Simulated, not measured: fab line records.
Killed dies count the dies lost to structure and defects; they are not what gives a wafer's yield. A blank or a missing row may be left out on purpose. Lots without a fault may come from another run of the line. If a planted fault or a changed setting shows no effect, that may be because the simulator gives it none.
Struck lot and sound lot, side by side | flow sfq_line | 26 steps out of a route of 325
Sound: wafers L225.1, L225.3, L225.5. Struck: wafer L235.2 (left out: L235.5, L235.6 of the same lot, which were not struck); the cause appears at the end.
At each step with rows: each side's tool, then ch and its chambers, then its first start. Under that, the readings that differ: sound wafers | struck wafers | difference of the means | sigmas: that difference in standard deviations of wafers without a fault.
alike: readings whose means differ by less than 2 such deviations, and words and numbers that are the same on both sides. not compared: withheld readings, readings that some wafer has no value for, bounds like >300 that may hide the same value, and numbers for which the record gives no deviation and whose values overlap.
The two part at a step that has a row with sigmas, a row that says differs or no value, or rows on one side only. Numbers that have no deviation but don't overlap get no sigmas and don't part them. A reading that every wafer of one side lacks parts them only if that side has two wafers or more.

SFQ_L0_RS_MEAS_901: measures by four-point-probe.
  sound on film_metro-02 at day 2 23:34; struck on film_metro-01 at day 5 01:35
  reading                | sound          | struck | difference | sigmas
  L0_MONX_KI_RS (ohm/sq) | 43.0 42.6 42.8 | 44.3   | +1.5       | +2
SFQ_L0_THK_MEAS_902: measures by xrf.
  sound on film_metro-02 at day 2 23:41; struck on film_metro-01 at day 5 01:41
  reading             | sound          | struck | difference | sigmas
  L0_MONX_KI_THK (nm) | 41.0 41.4 41.2 | 40.0   | -1.2       | -2
then, 6 steps without rows for these wafers: SFQ_TRILAYER_L0_LITHO_COAT_010 (resist thk 62 nm); SFQ_TRILAYER_L0_LITHO_COAT_005 (resist thk 600 nm); SFQ_TRILAYER_L0_LITHO_SOFTBAKE_009; SFQ_TRILAYER_L0_LITHO_EXPOSE_006 (exposes mask L0, target cd 2000 nm); SFQ_TRILAYER_L0_LITHO_PEB_008 (peb time 60 s); SFQ_TRILAYER_L0_LITHO_DEVELOP_007 (time 60 s).
-- the record jumps here: 3 days lie between the struck wafers' starts before and after --
SFQ_TRILAYER_L0_BARC_OPEN_METAL_ETCH_010: etches BARC in O2, target depth 125 nm, time 41.7 s.
  sound on rie_metal-04 ch 0, day 6 03:47; struck on rie_metal-04 ch 0, day 8 06:28
  reading    | sound             | struck | difference | sigmas
  bias_w (W) | 80.15 80.63 80.20 | 79.84  | -0.49      | -2
  alike: drypump_motor_current_A, he_backside_leak_sccm, oes_product_au
  not compared: rf_hours_counter_h
SFQ_TRILAYER_L0_ETCH_METAL_ETCH_008: etches MoNx KI in SF6/O2, stops on SiO2, target depth 50 nm, time 25 s.
  sound on rie_metal-04 ch 0, day 6 03:54; struck on rie_metal-04 ch 0, day 8 06:31
  reading               | sound             | struck | difference | sigmas
  bias_w (W)            | 79.60 79.77 80.00 | 80.41  | +0.62      | +2
  oes_product_au (a.u.) | 0.884 0.881 0.881 | 0.862  | -0.020     | -2
  alike: drypump_motor_current_A, he_backside_leak_sccm
  not compared: rf_hours_counter_h
SFQ_TRILAYER_L0_STRIP_STRIP_009: strips in O2.
  sound on rie_metal-04 ch 0, day 6 03:59; struck on rie_metal-04 ch 0, day 8 06:34
  alike: drypump_motor_current_A, he_backside_leak_sccm, oes_product_au
  not compared: rf_hours_counter_h
then, 1 step without rows for these wafers: SFQ_TRILAYER_L0_STRIP_SOLV_CLEAN_010 (cleans in NMP, time 600 s).
SFQ_TRILAYER_L0_CAP_PECVD_011: deposits SiO2 from SiH4/N2O, time 13.333 s, target thk 60 nm.
  sound on pecvd-01 ch 0,1,2, day 6 05:22; struck on pecvd-01 ch 2, day 8 07:20
  reading                                             | sound          | struck | difference | sigmas
  model.SiO2_of_TRILAYER_L0_CAP_PECVD_011.thk_nm (nm) | 59.67 59 59.93 | 39.6   | -19.9      |
  alike: heater_power_w, throttle_valve_pct
then, 6 steps without rows for these wafers: SFQ_TRILAYER_L0_VIA_LITHO_COAT_018 (resist thk 62 nm); SFQ_TRILAYER_L0_VIA_LITHO_COAT_013 (resist thk 650 nm); SFQ_TRILAYER_L0_VIA_LITHO_SOFTBAKE_017; SFQ_TRILAYER_L0_VIA_LITHO_EXPOSE_014 (exposes mask L0V, target cd 700 nm); SFQ_TRILAYER_L0_VIA_LITHO_PEB_016 (peb time 60 s); SFQ_TRILAYER_L0_VIA_LITHO_DEVELOP_015 (time 60 s).
-- the record jumps here: 4 days lie between the struck wafers' starts before and after --
SFQ_L0V_OVL_MEAS_903:
  sound on overlay-01 at day 6 17:16; struck on overlay-02 at day 12 00:38
  alike: L0V_OVL
SFQ_TRILAYER_L0_VIA_BARC_OPEN_VIA_ETCH_021: etches BARC in O2, target depth 125 nm, time 41.7 s.
  sound on rie_diel-03 ch 0,2,3, day 6 17:17; struck on rie_diel-02 ch 1, day 12 00:40
  reading                     | sound       | struck | difference | sigmas
  drypump_motor_current_A (A) | 6.1 6.3 6.7 | 5.0    | -1.4       | -3
  alike: bias_w, oes_product_au
  not compared: rf_hours_counter_h
SFQ_TRILAYER_L0_VIA_ETCH_VIA_ETCH_016: etches SiO2 in CHF3, stops on MoNx KI, target depth 80 nm.
  sound on rie_diel-03 ch 0,2,3, day 6 17:20; struck on rie_diel-02 ch 1, day 12 00:43
  reading                         | sound             | struck | difference | sigmas
  drypump_motor_current_A (A)     | 6.1 6.3 6.7       | 5.0    | -1.4       | -3
  oes_product_au (a.u.)           | 0.835 0.829 0.830 | 0.681  | -0.150     | -17
  model.L0V.feature_depth_nm (nm) | 59.67 59 59.93    | 39.6   | -19.9      |
  model.etch.depth_nm (nm)        | 59.67 59 59.93    | 39.6   | -19.9      |
  alike: bias_w
then, 2 steps without rows for these wafers: SFQ_TRILAYER_L0_VIA_STRIP_STRIP_017 (strips in O2); SFQ_TRILAYER_L0_VIA_STRIP_SOLV_CLEAN_018 (cleans in NMP, time 600 s).
SFQ_TRILAYER_M0_DEP_PRE_CLEAN_020: time 15 s.
  sound on pvd_sputter-04 at day 6 18:09; struck on pvd_sputter-06 at day 12 01:32
  reading                                             | sound          | struck | difference | sigmas
  model.SiO2_of_TRILAYER_L0_CAP_PECVD_011.thk_nm (nm) | 54.67 54 54.93 | 34.6   | -19.9      |
SFQ_TRILAYER_M0_DEP_SPUTTER_019: material Nb, target thk 200 nm, time 133.3 s.
  sound on pvd_sputter-04 at day 6 18:11; struck on pvd_sputter-06 at day 12 01:33
  reading                | sound          | struck | difference | sigmas
  throttle_valve_pct (%) | 31.1 29.1 29.9 | 26.9   | -3.1       | -2
  alike: base_pressure_pa, substrate_temp_c

WHERE THEY PART
Last at SFQ_TRILAYER_M0_DEP_SPUTTER_019 as far as this record goes, first at SFQ_L0_RS_MEAS_901.

WHY: what had been put in by the simulator
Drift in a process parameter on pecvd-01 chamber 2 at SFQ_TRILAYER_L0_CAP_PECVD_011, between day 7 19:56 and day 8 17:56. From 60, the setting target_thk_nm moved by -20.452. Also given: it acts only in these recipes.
